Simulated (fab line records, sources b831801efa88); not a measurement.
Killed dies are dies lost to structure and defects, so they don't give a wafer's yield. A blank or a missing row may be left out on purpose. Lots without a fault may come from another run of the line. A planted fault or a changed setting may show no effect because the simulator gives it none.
Problem report in the 8D (eight disciplines) form, filled by code | flow gf180mcu | the parts of the form that need people (team, actions taken, sign-off) are left out

1. THE PROBLEM
time_to_endpoint_s at GF_CONTACT_CMP_04 reads a mean of 62 s on 2 wafers of 1 lot; wafers without a fault read 111 s with a standard deviation of 7. That is -7.0 standard deviations from the usual mean.
The step: polishes SiO2.
First seen on wafer L634.4, day 22 05:00, on cmp-02. The record holds 39 wafers of 13 lots with a number at this step. Rule for "out", or "out of limits": more than 4 standard deviations from the usual mean. The other wafers with a number count as sound.

2. WHAT IT IS AND WHAT IT IS NOT
question                    | is                 | is not
which readings at this step | time_to_endpoint_s | edge_zone_pressure_frac, motor_current_A
which lots                  | L634               | L615, L616, L617, L618, L619, L620, L622, L623, L625, L626, L637, L638
which wafers of those lots  | L634.4, L634.6     | L634.3
read on which tools         | cmp-02             | cmp-01
when                        | from day 22 05:00  | up to then (31 sound wafers); but 6 sound wafers of L637, L638 came after

3. SUSPECTS, AND WHAT RULES EACH OUT
Counting: a tool at a process step up to the reading stays a suspect if it ran every lot that is out. Sound lots after the first of them don't rule it out here, since some wafers of a struck lot are sound.
- rtp_anneal-02 at GF_SALICIDE_RTA_08 (time 30 s): kept. It ran the lot that is out, L634 (day 22 04:42); its last sound lot up to then is L622 (day 17 17:58).
- cmp-02 at GF_CONTACT_CMP_04 (polishes SiO2): kept. It ran the lot that is out, L634 (day 22 05:00); its last sound lot up to then is L626 (day 19 02:38). Its own readings are out on those wafers: time_to_endpoint_s.
Left after counting: rtp_anneal-02 at GF_SALICIDE_RTA_08, cmp-02 at GF_CONTACT_CMP_04.

4. THE CAUSE (what the simulator had put in)
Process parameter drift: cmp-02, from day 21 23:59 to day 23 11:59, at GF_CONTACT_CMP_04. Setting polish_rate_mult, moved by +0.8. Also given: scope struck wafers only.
Counting left 2 suspects, and this tool is among them.

5. THE CHAIN OF EFFECTS, in route order
Each row: a reading whose mean over the struck wafers that have a number lies more than 3 standard deviations from the usual. Only readings for which the record gives a usual standard deviation are gone through. hours: the time from each lot's start at the first step in this table that gives one to its start at this step, as a median over the lots. sigmas: the change in usual standard deviations.
hours | step              | reading            | usual | on struck wafers | change | sigmas
0     | GF_CONTACT_CMP_04 | time_to_endpoint_s | 111 s | 62               | -49    | -7.0
The process steps in it:
- GF_CONTACT_CMP_04: polishes SiO2.

6. WHAT WOULD HAVE CAUGHT IT SOONER
In this record the first reading out of limits was taken at day 22 05:00, 5 hours after the fault began at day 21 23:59.
